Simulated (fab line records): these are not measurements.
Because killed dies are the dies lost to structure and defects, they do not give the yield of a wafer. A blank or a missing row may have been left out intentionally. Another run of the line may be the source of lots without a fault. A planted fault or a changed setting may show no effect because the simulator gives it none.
fab line records | flow sfq-line
[record] lots = 14 | wafers = 42 | last-day = 85
route steps=325 shown I4@164
lots that met no fault: taken from a fault-free run of the same line
start-h: the number of hours between the record's first day and the start of the first shown wafer of the lot | wait-h: hours since the lot's step before | " identical to the entry in the row above | L1.1+2: a single row standing in for several wafers | - no value, or no start given | * or withheld: withheld | < > ~ a bound
route shown NAME@n: names a module that has steps shown in the file, with the first one's number in the route | usual: mean/standard deviation taken from wafers without a fault | same: alike in all rows | chamber/n: place in a boat | sites: each site's reading | _std_site: the values' standard deviation | _edge_site: the outer-site mean with the inner-site mean subtracted | radius-mm: how far each site lies from the wafer's centre | mask NAME#n: copy n | behind: the last tool/chamber to shape the wafer | hold: cause of the lot's hold/its duration in hours/its outcome | device: transistor that didn't switch, given as n, p or np | end of line: at the end of the route, the tests of the same wafers | a step without rows: its recipe alone | killed: not the wafer's yield, but the dies lost to structure and defects at the first sort | map: dies across one wafer; x = killed, . = not, _ = none there
set.NAME: the setting the step ran with; set.NAME@STEP: the setting that earlier step ran with | model.NAME: the simulator's own value behind a step, which no gauge read
steps of the route over a sample of lots; a table a step, a row a wafer
services: a tool's chamber out of use, with start hour (start-h, from the record's first day; less than 0 if before it), hours out, and reason
[[steps]]
[step SFQ_TRILAYER_I4_CMP_CMP_100]
[recipe] material = SiO2 | down-force-psi = 3.13 | platen-rpm = 60 | pad-velocity-m-s = 0.94248
[usual] head-pressure-psi = 3.129/0.0064 | motor-current-A = 10.3/0.72 | time-to-endpoint-s = 205/7.7
lot.wafer | tool   | chamber | start-h | wait-h | head-pressure-psi | motor-current-A | time-to-endpoint-s
L553.1    | cmp-02 | 0       | 1036.73 | 4.1    | 3.138             | 10.5            | 206
L553.2    | "      | 1       | "       | "      | 3.130             | 9.5             | 205
L553.6    | "      | 2       | "       | "      | 3.128             | 9.7             | 216
L554.2    | cmp-01 | 0       | 1041.46 | 3.2    | 3.127             | 11.4            | 203
L554.4    | "      | 1       | "       | "      | 3.131             | 10.5            | 208
L554.3    | "      | 2       | "       | "      | 3.133             | 10.6            | 198
L556.2    | cmp-01 | 1       | 1068.53 | 4.8    | 3.134             | 10.4            | 195
L556.3    | "      | 3       | 1069.53 | 5.8    | 3.128             | 10.4            | 203
L556.5    | "      | 1       | 1070.53 | 6.7    | 3.125             | 10.9            | 203
L558.4    | cmp-02 | 3       | 1234.07 | 1.5    | 3.129             | 11.1            | 204
L558.6    | "      | 0       | "       | "      | 3.132             | 10.2            | 213
L558.5    | "      | 1       | "       | "      | 3.135             | 9.7             | 219
L559.3    | cmp-01 | 0       | 1234.27 | 0.5    | 3.120             | 11.0            | 198
L559.2    | "      | 1       | "       | "      | 3.123             | 10.9            | 201
L559.6    | "      | 0       | 1236.27 | 2.5    | 3.130             | 11.3            | 201
L561.4    | cmp-02 | 2       | 1238.89 | 2.0    | 3.138             | 8.8             | 208
L561.3    | "      | 3       | "       | "      | 3.122             | 10.9            | 200
L561.1    | "      | 1       | 1240.39 | 3.5    | 3.141             | 9.4             | 200
L562.2    | cmp-02 | 1       | 1245.82 | 0.5    | 3.135             | 9.2             | 210
L562.4    | "      | 2       | "       | "      | 3.124             | 9.1             | 219
L562.6    | "      | 0       | 1247.32 | 2.0    | 3.128             | 10.8            | 220
L563.4    | cmp-02 | 3       | 1262.75 | 4.0    | 3.124             | 11.1            | 202
L563.3    | "      | 0       | "       | "      | 3.137             | 10.5            | 211
L563.5    | "      | 1       | "       | "      | 3.118             | 9.5             | 217
L565.4    | cmp-02 | 0       | 1271.68 | 1.0    | 3.128             | 10.5            | 219
L565.1    | "      | 1       | "       | "      | 3.119             | 9.2             | 206
L565.6    | "      | 2       | "       | "      | 3.120             | 9.1             | 209
L566.2    | cmp-01 | 0       | 1272.36 | 0.5    | 3.125             | 10.8            | 200
L566.1    | "      | 2       | 1273.36 | 1.5    | 3.127             | 10.7            | 202
L566.6    | "      | 0       | 1274.36 | 2.5    | 3.126             | 10.9            | 210
L571.4    | cmp-01 | 2       | 1295.05 | 0.0    | 3.134             | 10.6            | 191
L571.5    | "      | 2       | 1297.05 | 2.0    | 3.132             | 10.8            | 188
L571.6    | "      | 3       | "       | "      | 3.117             | 10.2            | 199
L573.3    | cmp-01 | 3       | 1301.58 | 0.6    | 3.127             | 10.4            | 204
L573.2    | "      | 1       | 1302.58 | 1.6    | 3.129             | 10.7            | 199
L573.6    | "      | 3       | 1303.58 | 2.6    | 3.133             | 10.2            | 207
L575.4    | cmp-01 | 0       | 1305.58 | 1.0    | 3.128             | 11.6            | 203
L575.5    | "      | 2       | 1306.58 | 2.0    | 3.141             | 10.7            | 192
L575.6    | "      | 3       | "       | "      | 3.127             | 9.5             | 209
L576.1    | cmp-01 | 3       | 1310.38 | 1.0    | 3.135             | 9.9             | 198
L576.6    | "      | 1       | 1311.38 | 2.0    | 3.126             | 11.2            | 202
L576.5    | "      | 2       | "       | "      | 3.136             | 10.6            | 193
[step SFQ_TRILAYER_I4_METRO_MEASURE_101]
[usual] thk-nm = 200.1/1.1
lot.wafer | tool          | chamber | start-h | wait-h | thk-nm
L553.1    | film-metro-03 | -       | 1038.85 | 0.1    | 199.8
L553.2    | "             | -       | "       | "      | 201.8
L553.6    | "             | -       | "       | "      | 200.1
L554.2    | film-metro-01 | -       | 1044.78 | 0.3    | 199.3
L554.3    | "             | -       | "       | "      | 200.3
L554.4    | "             | -       | "       | "      | 199.6
L556.2    | film-metro-01 | -       | 1071.85 | 0.3    | 199.0
L556.3    | "             | -       | "       | "      | 200.3
L556.5    | "             | -       | "       | "      | 197.7
L558.4    | film-metro-03 | -       | 1236.29 | 0.6    | 199.7
L558.5    | "             | -       | "       | "      | 200.9
L558.6    | "             | -       | "       | "      | 200.5
L559.2    | film-metro-01 | -       | 1237.09 | 0.3    | 200.0
L559.3    | "             | -       | "       | "      | 198.7
L559.6    | "             | -       | "       | "      | 199.0
L561.1    | film-metro-03 | -       | 1242.01 | 0.1    | 202.6
L561.3    | "             | -       | "       | "      | 200.0
L561.4    | "             | -       | "       | "      | 200.8
L562.2    | film-metro-01 | -       | 1248.64 | 0.3    | 200.7
L562.4    | "             | -       | "       | "      | 200.4
L562.6    | "             | -       | "       | "      | 200.1
L563.3    | film-metro-04 | -       | 1265.27 | 0.5    | 180.8
L563.4    | "             | -       | "       | "      | 199.3
L563.5    | "             | -       | "       | "      | 201.4
L565.1    | film-metro-01 | -       | 1273.80 | 0.1    | 200.7
L565.4    | "             | -       | "       | "      | 181.2
L565.6    | "             | -       | "       | "      | 200.9
L566.1    | film-metro-04 | -       | 1274.98 | 0.1    | 200.2
L566.2    | "             | -       | "       | "      | 199.9
L566.6    | "             | -       | "       | "      | 200.7
L571.4    | film-metro-04 | -       | 1298.77 | 0.6    | 199.3
L571.5    | "             | -       | "       | "      | 199.5
L571.6    | "             | -       | "       | "      | 200.4
L573.2    | film-metro-03 | -       | 1304.90 | 0.3    | 198.7
L573.3    | "             | -       | "       | "      | 199.4
L573.6    | "             | -       | "       | "      | 198.4
L575.4    | film-metro-01 | -       | 1308.30 | 0.6    | 197.7
L575.5    | "             | -       | "       | "      | 198.6
L575.6    | "             | -       | "       | "      | 199.1
L576.1    | film-metro-03 | -       | 1312.50 | 0.1    | 200.0
L576.5    | "             | -       | "       | "      | 198.7
L576.6    | "             | -       | "       | "      | 199.0
[step SFQ_TRILAYER_I4_VIA_ETCH_VIA_ETCH_106]
[recipe] target = SiO2 | stop-on = Nb | mask-material = PR | taper-deg = 20 | chemistry = CHF3 | target-depth-nm = 260 | source-w = 500 | bias-w = 80 | pressure-mtorr = 30 | time-s = withheld
[usual] drypump-motor-current-A = 5.7/0.42 | oes-product-au = 0.855/0.0052
lot.wafer | tool        | chamber | start-h | wait-h | drypump-motor-current-A | oes-product-au
L553.1    | rie-diel-04 | 3       | 1184.62 | 0.0    | 6.3                     | 0.855
L553.2    | "           | 0       | "       | "      | 6.1                     | 0.855
L553.6    | "           | 2       | "       | "      | 5.0                     | 0.856
L554.2    | rie-diel-02 | 0       | 1189.42 | 0.0    | 6.0                     | 0.856
L554.3    | "           | 2       | "       | "      | 5.6                     | 0.856
L554.4    | "           | 1       | "       | "      | 5.7                     | 0.852
L556.2    | rie-diel-02 | 0       | 1193.89 | 0.0    | 6.0                     | 0.857
L556.3    | "           | 2       | "       | "      | 5.6                     | 0.861
L556.5    | "           | 1       | "       | "      | 5.6                     | 0.846
L558.4    | rie-diel-02 | 2       | 1241.92 | 0.0    | 5.6                     | 0.855
L558.5    | "           | 0       | "       | "      | 6.0                     | 0.865
L558.6    | "           | 1       | "       | "      | 5.7                     | 0.859
L559.2    | rie-diel-04 | 2       | 1243.12 | 0.0    | 5.0                     | 0.858
L559.3    | "           | 0       | "       | "      | 6.0                     | 0.850
L559.6    | "           | 1       | "       | "      | 6.2                     | 0.856
L561.1    | rie-diel-02 | 2       | 1246.72 | 0.0    | 5.6                     | 0.862
L561.3    | "           | 0       | "       | "      | 6.0                     | 0.863
L561.4    | "           | 3       | "       | "      | 5.9                     | 0.852
L562.2    | rie-diel-04 | 3       | 1256.32 | 0.0    | 6.3                     | 0.854
L562.4    | "           | 1       | "       | "      | 6.2                     | 0.850
L562.6    | "           | 2       | "       | "      | 5.0                     | 0.860
L563.3    | rie-diel-01 | 2       | 1268.47 | 0.0    | 5.1                     | 0.808
L563.4    | "           | 3       | "       | "      | 5.1                     | 0.851
L563.5    | "           | 0       | "       | "      | 5.8                     | 0.853
L565.1    | rie-diel-01 | 2       | 1277.95 | 0.0    | 5.1                     | 0.859
L565.4    | "           | 1       | "       | "      | 5.1                     | 0.812
L565.6    | "           | 1       | "       | "      | 5.1                     | 0.856
L566.1    | rie-diel-02 | 2       | 1280.35 | 0.0    | 5.6                     | 0.857
L566.2    | "           | 1       | "       | "      | 5.7                     | 0.860
L566.6    | "           | 1       | "       | "      | 5.7                     | 0.856
L571.4    | rie-diel-02 | 0       | 1302.38 | 0.0    | 6.1                     | 0.861
L571.5    | "           | 2       | "       | "      | 5.6                     | 0.851
L571.6    | "           | 1       | "       | "      | 5.7                     | 0.851
L573.2    | rie-diel-02 | 0       | 1317.17 | 0.0    | 6.1                     | 0.846
L573.3    | "           | 2       | "       | "      | 5.6                     | 0.854
L573.6    | "           | 0       | "       | "      | 6.1                     | 0.845
L575.4    | rie-diel-04 | 3       | 1320.83 | 0.1    | 6.2                     | 0.848
L575.5    | "           | 1       | "       | "      | 6.2                     | 0.849
L575.6    | "           | 2       | "       | "      | 5.1                     | 0.855
L576.1    | rie-diel-04 | 2       | 1326.77 | 0.0    | 5.0                     | 0.852
L576.5    | "           | 1       | "       | "      | 6.2                     | 0.856
L576.6    | "           | 0       | "       | "      | 6.0                     | 0.848
[[services]]
tool          | chamber | start-h | hours | kind
film-metro-01 | -       | 1026.54 | 0.2   | pm
rie-diel-04   | 0       | 1029.24 | 7.9   | repair
rie-diel-04   | 3       | 1040.86 | 10.0  | repair
rie-diel-04   | 2       | 1047.21 | 6.3   | repair
rie-diel-04   | 0       | 1059.98 | 4.7   | repair
film-metro-03 | -       | 1084.33 | 1.2   | pm
film-metro-03 | -       | 1088.49 | 1.3   | pm
cmp-02        | -       | 1090.93 | 4.0   | pm
film-metro-03 | -       | 1109.20 | 0.7   | pm
film-metro-01 | -       | 1132.31 | 0.6   | pm
film-metro-01 | -       | 1137.60 | 1.0   | pm
cmp-02        | -       | 1165.97 | 1.3   | repair
film-metro-01 | -       | 1170.98 | 7.0   | pm
cmp-02        | -       | 1238.16 | 0.3   | repair
rie-diel-04   | 0       | 1255.40 | 35.1  | repair
cmp-01        | -       | 1258.15 | 4.0   | pm
film-metro-01 | -       | 1271.54 | 0.4   | pm
rie-diel-02   | -       | 1276.03 | 0.5   | repair
rie-diel-02   | 2       | 1286.49 | 7.6   | repair
rie-diel-04   | -       | 1290.52 | 10.0  | pm
rie-diel-04   | 3       | 1311.28 | 8.5   | repair
cmp-02        | -       | 1317.50 | 0.8   | repair
rie-diel-02   | 0       | 1323.77 | 9.7   | repair
rie-diel-02   | -       | 1325.31 | 0.4   | repair
[[key]]
[first-sign] step = SFQ_TRILAYER_I4_METRO_MEASURE_101 | reading = thk-nm | direction = down | sigmas = 17 | usual = 200.1 | struck = 181.0
[effect] step = SFQ_TRILAYER_I4_VIA_ETCH_VIA_ETCH_106 | reading = oes-product-au | direction = down | sigmas = 8.7 | usual = 0.855 | struck = 0.810
met-at SFQ_TRILAYER_I4_CMP_CMP_100
struck-lots L563,L565
struck-wafers L563.3,L565.4
onset-between 1245.82 1262.75
[fault] kind = process-parameter-drift | tool = cmp-02 | chamber = 0 | onset-h = 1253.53 | steps = SFQ_TRILAYER_I4_CMP_CMP_100 | channel = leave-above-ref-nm | offset = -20 | shape = step | end-h = 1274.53 | acts-in = these-recipes-only | stated = 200
